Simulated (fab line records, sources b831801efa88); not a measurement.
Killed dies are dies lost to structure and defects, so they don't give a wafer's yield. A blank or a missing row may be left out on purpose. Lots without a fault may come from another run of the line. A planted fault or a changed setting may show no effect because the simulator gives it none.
Chamber matching | flow gf180mcu | GF_PASSIVATION_CVD_00 on pecvd-04: 3 sister chambers
The step deposits SiO2 from TEOS, target thk 1000 nm, time 111.95 s. 22 wafers are shown with their chamber, then 11 later ones without.

WAFERS WITH THEIR CHAMBER
wafer  | chamber | heater_power_w (W)
L079.4 | 1       | 627
L079.5 | 2       | 587
L079.6 | 0       | 668
L081.1 | 1       | 610
L081.2 | 0       | 711
L081.3 | 2       | 591
L081.4 | 0       | 783
L081.5 | 2       | 688
L081.6 | 1       | 649
L082.1 | 1       | 632
L082.2 | 0       | 836
L082.6 | 1       | 499
L086.1 | 1       | 512
L086.5 | 0       | 670
L086.6 | 1       | 552
L088.2 | 0       | 755
L088.4 | 0       | 804
L088.5 | 2       | 734
L089.4 | 0       | 844
L089.5 | 2       | 592
L089.6 | 1       | 501
L092.4 | 1       | 583

SIGNATURES (means of the wafers above)
reading        | chamber 0 | chamber 1 | chamber 2 | scatter within a chamber
heater_power_w | 758.88    | 573.89    | 638.40    | 65.4
Rule: a wafer's distance from a chamber is the root of the sum, over the readings, of the square of ((its reading less the chamber's mean) divided by the reading's scatter). The wafer belongs to the nearest chamber; if the next one is less than 2 further off, it can't be placed. The scatter: the root of (the sum of the squares of (reading less its chamber's mean) over the shown wafers, divided by (wafers less chambers)).

WAFERS WITHOUT THEIR CHAMBER
wafer  | heater_power_w (W)
L092.5 | 821
L092.6 | 588
L095.1 | 691
L095.2 | 648
L095.3 | 555
L095.4 | 714
L095.5 | 751
L095.6 | 612
L097.2 | 698
L097.4 | 576
L097.5 | 763

WHICH CHAMBER EACH WENT THROUGH
wafer  | from the rows above          | in truth
L092.5 | can't be placed: 0 or 2      | 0
L092.6 | can't be placed: 1 or 2      | 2
L095.1 | can't be placed: 2 or 0 or 1 | 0
L095.2 | can't be placed: 2 or 1 or 0 | 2
L095.3 | can't be placed: 1 or 2      | 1
L095.4 | can't be placed: 0 or 2 or 1 | 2
L095.5 | can't be placed: 0 or 2      | 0
L095.6 | can't be placed: 2 or 1 or 0 | 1
L097.2 | can't be placed: 2 or 0 or 1 | 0
L097.4 | can't be placed: 1 or 2      | 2
L097.5 | can't be placed: 0 or 2      | 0
Placed correctly: 0 of 11. Can't be placed from these rows: 11 (the true chamber is among the candidates in 11). Placed wrongly: 0.
